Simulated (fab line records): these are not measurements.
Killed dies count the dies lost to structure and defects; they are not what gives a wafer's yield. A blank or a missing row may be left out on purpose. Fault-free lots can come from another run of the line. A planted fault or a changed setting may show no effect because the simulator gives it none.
What tool caused it? + flow sky130 + Sampling: 7 lots, 19 wafers, 4 of 708 route steps

## WHAT THE GAUGES READ, wafer by wafer
SKY_CONTACT_THK_MEAS_03.
| lot  | measured     | on            | CONTACT_HDPCVD_THK (nm) |
|------|--------------|---------------|-------------------------|
| L964 | day 30 14:23 | film metro-02 | 564 562 561             |
| L966 | day 31 13:12 | film metro-02 | 554 556 564             |
| L968 | day 33 00:52 | film metro-01 | 424 424                 |
| L972 | day 33 09:14 | film metro-01 | 417 562                 |
| L981 | day 36 05:56 | film metro-04 | 557 557 558             |
| L983 | day 36 16:32 | film metro-01 | 570 562 562             |
| L985 | day 37 04:26 | film metro-02 | 562 573 571             |

## EACH LOT AND THE TOOL THAT RAN IT (in order: tool; ch and the chambers of the sampled wafers; start)
| lot  | SKY_RES_XHIGH_STRIP_08               | SKY_LI_CONTACT_SPUTTER_20    | SKY_CONTACT_HDPCVD_02            |
|------|--------------------------------------|------------------------------|----------------------------------|
| L964 | plasma asher-04 ch 0,1, day 26 19:49 | pvd sputter-03, day 29 08:17 | hdpcvd-02 ch 1,2, day 30 14:18   |
| L966 | plasma asher-03 ch 0,1, day 27 22:02 | pvd sputter-03, day 30 08:04 | hdpcvd-02 ch 0,1,2, day 31 13:07 |
| L968 | plasma asher-04 ch 0,1, day 29 09:32 | pvd sputter-01, day 31 19:44 | hdpcvd-01 ch 0, day 33 00:47     |
| L972 | plasma asher-04 ch 0,1, day 29 20:35 | pvd sputter-03, day 32 04:37 | hdpcvd-01 ch 0,1, day 33 09:09   |
| L981 | plasma asher-04 ch 0,1, day 32 16:16 | pvd sputter-03, day 35 01:00 | hdpcvd-02 ch 0,1,2, day 36 05:52 |
| L983 | plasma asher-03 ch 0,1, day 33 05:49 | pvd sputter-04, day 35 12:08 | hdpcvd-01 ch 0,1, day 36 16:27   |
| L985 | plasma asher-04 ch 0,1, day 33 17:15 | pvd sputter-04, day 36 00:33 | hdpcvd-01 ch 0,1, day 37 04:22   |
- SKY_RES_XHIGH_STRIP_08: strips in O2/N2.
- SKY_LI_CONTACT_SPUTTER_20: material TiN, target thk 20 nm, time 80 s.
- SKY_CONTACT_HDPCVD_02: deposits SiO2, target thk 565 nm, time 94.2 s.

## THE ANSWER, worked out from the rows above alone
Rule: what is usual is taken from the lots themselves. The widest of any qualifying gaps counts: lots, ordered by their means at a reading, are off when they make up no more than a third of the lots, leave a main group of 4 or more, and stand apart from it by 3 or more times the standard deviation of that group's means. The tables above print the reading to a certain number of digits; a main group whose means all agree to those digits is not used. Also off: a lot with no number at a reading for which 4 or more lots have one. Where the step has rows for the other lots, those lots are counted as sound.
Off: L968, L972, seen at SKY_CONTACT_THK_MEAS_03 (CONTACT_HDPCVD_THK). Mean 562 nm and standard deviation 4.2 in the main group.
If a tool, at a process step before that reading, ran all the lots that are off and no sound lot after the first of them, it fits. The gauges at SKY_CONTACT_THK_MEAS_03 are tried like those tools. No candidate that was tried fits.

## WHAT THE SIMULATOR HAD PUT IN
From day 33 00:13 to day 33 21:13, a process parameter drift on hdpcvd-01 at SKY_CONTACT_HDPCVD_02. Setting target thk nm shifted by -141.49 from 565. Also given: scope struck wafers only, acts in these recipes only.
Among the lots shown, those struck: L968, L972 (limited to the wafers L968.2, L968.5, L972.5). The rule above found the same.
